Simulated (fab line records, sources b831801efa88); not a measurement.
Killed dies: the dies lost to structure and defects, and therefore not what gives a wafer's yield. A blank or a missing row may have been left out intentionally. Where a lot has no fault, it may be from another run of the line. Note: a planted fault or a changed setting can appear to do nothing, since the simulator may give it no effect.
A struck lot beside a sound one + flow sfq_line + 14 steps out of a route of 325
Sound: these wafers, L844.1, L844.5, L844.6. Wafers struck: L857.4, L857.5, L857.6. Last of all comes the cause.
Per side, at each step with rows, come the tool, then ch with its chambers, and then its first start. Under that, the readings that differ: sound wafers + struck wafers + difference of the means + sigmas: that difference in standard deviations of wafers without a fault.
alike: words and numbers the same on both sides, and readings whose means are apart by under 2 such deviations; not compared: readings that were withheld, readings missing a value for some wafer, numbers with overlapping values and no deviation given by the record, and bounds like >300 which may hide the same value.
Wherever a step has rows on one side only, a row that says differs or no value, or a row with sigmas, the two part there. Non-overlapping numbers with no deviation appear without sigmas and do not part them. Lack of a reading on every wafer of one side parts them only where that side has two or more wafers.

SFQ_M5_OVL_MEAS_932:
  sound on overlay-02 at day 57 20:35; struck on overlay-02 at day 65 14:01
  alike: M5_OVL
SFQ_TRILAYER_M5_BARC_OPEN_METAL_ETCH_161: etches BARC in O2, target depth 125 nm, time 41.7 s.
  sound on rie_metal-03 ch 0,1, day 57 20:38; struck on rie_metal-01 ch 0,1, day 65 14:03
  alike: chamber_pressure_mTorr, drypump_motor_current_A, oes_product_au
  not compared: rf_hours_counter_h
then, 3 steps without rows for these wafers: SFQ_TRILAYER_M5_ETCH_METAL_ETCH_126 (etches Nb in Cl2/BCl3, stops on SiO2, time 203.2 s, target depth 265 nm); SFQ_TRILAYER_M5_STRIP_STRIP_127 (strips in O2); SFQ_TRILAYER_M5_STRIP_SOLV_CLEAN_128 (cleans in NMP, time 600 s).
SFQ_TRILAYER_A5B_DEP_PECVD_129: deposits SiO2 from SiH4/N2O, time 133.33 s, target thk 600 nm.
  sound on pecvd-04 ch 0,2, day 57 21:40; struck on pecvd-04 ch 0,1,2, day 65 15:17
  alike: heater_power_outer_w, heater_power_w, susceptor_temp_C, throttle_valve_pct
SFQ_TRILAYER_A5B_CMP_CMP_130: polishes, stops on Nb, target thk 340.7 nm.
  sound on cmp-01 ch 1,2, day 57 22:46; struck on cmp-01 ch 0,1, day 65 17:17
  alike: motor_current_A, platen_rpm
SFQ_TRILAYER_A5B_METRO_MEASURE_131:
  sound on film_metro-02 at day 58 01:16; struck on film_metro-02 at day 65 20:23
  alike: thk_nm
SFQ_TRILAYER_R5_DEP_SPUTTER_132: material Ti, target thk 5 nm, time 5 s.
  sound on pvd_sputter-05 at day 58 02:28; struck on pvd_sputter-05 at day 65 20:59
  alike: throttle_valve_pct
then, 2 steps without rows for these wafers: SFQ_TRILAYER_R5_DEP_SPUTTER_133 (material MoNx, target thk 40 nm, time 66.7 s); SFQ_TRILAYER_R5_DEP_SPUTTER_134 (material Ti, target thk 5 nm, time 5 s).
SFQ_R5_RS_MEAS_933: the measuring method here is four-point-probe.
  sound on film_metro-03 at day 58 02:34; struck on film_metro-03 at day 65 21:08
  alike: R5_MONX_RS
SFQ_R5_THK_MEAS_934: measures by xrf.
  sound on film_metro-03 at day 58 02:41; struck on film_metro-03 at day 65 21:14
| reading          | sound          | struck         | difference | sigmas |
|------------------|----------------|----------------|------------|--------|
| R5_MONX_THK (nm) | 41.4 40.8 40.8 | 43.3 43.1 43.1 | +2.2       | +5     |
then, 1 step without rows for these wafers: SFQ_TRILAYER_R5_LITHO_COAT_141 (resist thk 62 nm).

## WHERE THEY PART
Only at SFQ_R5_THK_MEAS_934, as far as this record shows.

WHY: whatever the simulator had introduced
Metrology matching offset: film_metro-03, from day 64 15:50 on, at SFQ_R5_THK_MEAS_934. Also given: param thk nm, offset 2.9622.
